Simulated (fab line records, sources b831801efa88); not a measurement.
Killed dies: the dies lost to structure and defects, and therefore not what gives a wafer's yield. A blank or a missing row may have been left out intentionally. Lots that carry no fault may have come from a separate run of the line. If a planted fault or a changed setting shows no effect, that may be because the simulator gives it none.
Which tool did it?    flow sky130    Sampling: 9 lots, 27 wafers, 6 of 708 route steps

WHAT EACH GAUGE READ, for each wafer
SKY_CONTACT_CD_MEAS_14 targets a cd of 170 nm. Usual: 169.3 nm for cd_nm, sd 1.7.
lot   measured      on         cd_nm (nm)         flag
L547  day 31 08:25  cd_sem-02  167.8 166.4 166.8  
L549  day 32 07:21  cd_sem-02  169.4 167.4 168.1  
L554  day 34 04:35  cd_sem-02  167.3 168.1 169.3  
L558  day 35 11:33  cd_sem-01  169.7 169.1 167.6  
L560  day 35 22:46  cd_sem-01  168.3 167.5 169.6  
L562  day 36 18:39  cd_sem-01  170.3 169.8 169.0  
L564  day 37 11:53  cd_sem-01  170.7 172.2 171.1  
L565  day 37 12:46  cd_sem-01  170.3 170.6 169.8  
L570  day 39 07:19  cd_sem-02  172.2 170.9 169.8  

SKY_CONTACT_THK_MEAS_26: measures by xrf. Usual: for CONTACT_W_THK the level is 349 nm and the standard deviation is 5.3.
lot   measured      on             CONTACT_W_THK (nm)  flag
L547  day 31 09:37  film_metro-03  343 346 342         
L549  day 32 08:32  film_metro-04  355 362 361         
L554  day 34 05:46  film_metro-03  336 343 343         
L558  day 35 12:44  film_metro-03  343 344 348         
L560  day 35 23:56  film_metro-02  350 339 350         
L562  day 36 19:50  film_metro-02  341 348 344         
L564  day 37 13:02  film_metro-02  342 350 347         
L565  day 37 13:56  film_metro-02  353 348 352         
L570  day 39 08:31  film_metro-03  347 350 354         

SKY_METAL1_RS_MEAS_05: measures by four-point-probe. Usual: for METAL1_ALCU_RS the level is 0.1264 ohm/sq and the standard deviation is 0.0019.
lot   measured      on             METAL1_ALCU_RS (ohm/sq)                    flag
L547  day 31 10:07  film_metro-01  0.1271 0.1260 0.1262                       
L549  day 32 09:02  film_metro-03  0.1248 0.1262 0.1253                       
L554  day 34 06:17  film_metro-03  0.1264 0.1259 0.1269                       
L558  day 35 13:14  film_metro-01  0.1254 0.1266 0.1282                       
L560  day 36 00:26  film_metro-01  0.1273 0.1261 0.1255                       
L562  day 36 20:20  film_metro-01  0.1237 0.1956 0.1249 0.1238 0.1954 0.1251  OFF
L564  day 37 13:34  film_metro-04  0.1283 0.1294 0.1262                       
L565  day 37 14:26  film_metro-01  0.1278 0.1286 0.1293                       
L570  day 39 09:04  film_metro-04  0.1253 0.1265 0.1254                       

SKY_METAL1_THK_MEAS_06: measures by xrf. Usual: for METAL1_ALCU_THK the level is 249 nm and the standard deviation is 3.8.
lot   measured      on             METAL1_ALCU_THK (nm)     flag
L547  day 31 10:14  film_metro-01  247 250 248              
L549  day 32 09:09  film_metro-03  250 248 248              
L554  day 34 06:23  film_metro-03  252 250 247              
L558  day 35 13:21  film_metro-01  249 249 245              
L560  day 36 00:34  film_metro-01  248 248 251              
L562  day 37 01:37  film_metro-03  251 162 249 251 164 250  OFF
L564  day 37 13:40  film_metro-04  246 242 250              
L565  day 37 14:33  film_metro-01  246 245 244              
L570  day 39 09:11  film_metro-04  254 250 250              

EACH LOT AND THE TOOL THAT RAN IT (in order: tool; ch and the chambers of the sampled wafers; start)
lot   SKY_CONTACT_CMP_27             SKY_METAL1_SPUTTER_02
L547  cmp-02 ch 0,3, day 31 09:41    pvd_sputter-01, day 31 10:02
L549  cmp-01 ch 0,2,3, day 32 08:38  pvd_sputter-01, day 32 08:56
L554  cmp-01 ch 0,2, day 34 05:52    pvd_sputter-03, day 34 06:10
L558  cmp-02 ch 2,3, day 35 12:50    pvd_sputter-03, day 35 13:08
L560  cmp-01 ch 1,2,3, day 36 00:00  pvd_sputter-04, day 36 00:21
L562  cmp-01 ch 0,2,3, day 36 20:00  pvd_sputter-01, day 36 20:15
L564  cmp-02 ch 0,2, day 37 13:08    pvd_sputter-04, day 37 13:26
L565  cmp-01 ch 0,3, day 37 14:02    pvd_sputter-04, day 37 14:20
L570  cmp-02 ch 1,3, day 39 08:34    pvd_sputter-01, day 39 08:55
- SKY_CONTACT_CMP_27: polishes, stops on SiO2, t overpolish 15 s, target thk 0 nm.
- SKY_METAL1_SPUTTER_02: material AlCu, target thk 250 nm, time 13.3 s.

WHAT THE TOOLS THEMSELVES READ (means of the sampled wafers that have a number; where no wafer has one, the mark that the record gives instead)
SKY_CONTACT_CMP_27. Usual: motor_current_A 11.2 A, standard deviation 1.5; overpolish_run_s 15.000 s, standard deviation 0.0091; platen_rpm 60.00 rpm, standard deviation 0.042; time_to_endpoint_s 82 s, standard deviation 4.8.
lot   tool    motor_current_A (A)  overpolish_run_s (s)  platen_rpm (rpm)  time_to_endpoint_s (s)  flag
L547  cmp-02  10.5                 14.997                59.97             82                      
L549  cmp-01  11.1                 14.997                60.02             85                      
L554  cmp-01  11.6                 15.000                60.01             78                      
L558  cmp-02  11.0                 14.993                60.04             78                      
L560  cmp-01  10.5                 14.999                60.03             82                      
L562  cmp-01  11.3                 14.993                59.99             82                      
L564  cmp-02  11.8                 14.998                60.00             82                      
L565  cmp-01  10.9                 14.996                59.99             91                      
L570  cmp-02  9.7                  15.003                59.93             83                      

SKY_METAL1_SPUTTER_02. Usual: chamber_pressure_pa 0.4000 Pa, standard deviation 0.0008; throttle_valve_pct 29.4 %, standard deviation 0.97.
lot   tool            chamber_pressure_pa (Pa)  throttle_valve_pct (%)  flag
L547  pvd_sputter-01  0.4001                    29.2                    
L549  pvd_sputter-01  0.4008                    29.6                    
L554  pvd_sputter-03  0.4000                    28.9                    
L558  pvd_sputter-03  0.3993                    29.7                    
L560  pvd_sputter-04  0.4005                    29.8                    
L562  pvd_sputter-01  0.4005                    28.5                    
L564  pvd_sputter-04  0.4010                    29.9                    
L565  pvd_sputter-04  0.3994                    30.8                    
L570  pvd_sputter-01  0.3993                    29.0                    

THE ANSWER, worked out from the rows above alone
Rule: a lot is off if the mean of its wafers that have a number lies more than 3 standard deviations from the usual mean. Also off: a lot with no number at a reading for which 4 or more lots have one. The other lots that the step has rows for count as sound. First the gauges in route order, then the tools' own readings, where a lot's mean is used as printed above. At the first step where some lot is off, the reading lying furthest off is the one used; lots without a number count as furthest.
Off: L562, seen at SKY_METAL1_RS_MEAS_05 (METAL1_ALCU_RS).
If a tool, at a process step before that reading, ran all the lots that are off and no sound lot after the first of them, it fits. Not tried: the gauges at SKY_METAL1_RS_MEAS_05; whatever is off there is also off at SKY_METAL1_THK_MEAS_06, on other tools, and gauge error can't account for it. No candidate that was tried fits.

WHAT WAS PUT IN BY THE SIMULATOR
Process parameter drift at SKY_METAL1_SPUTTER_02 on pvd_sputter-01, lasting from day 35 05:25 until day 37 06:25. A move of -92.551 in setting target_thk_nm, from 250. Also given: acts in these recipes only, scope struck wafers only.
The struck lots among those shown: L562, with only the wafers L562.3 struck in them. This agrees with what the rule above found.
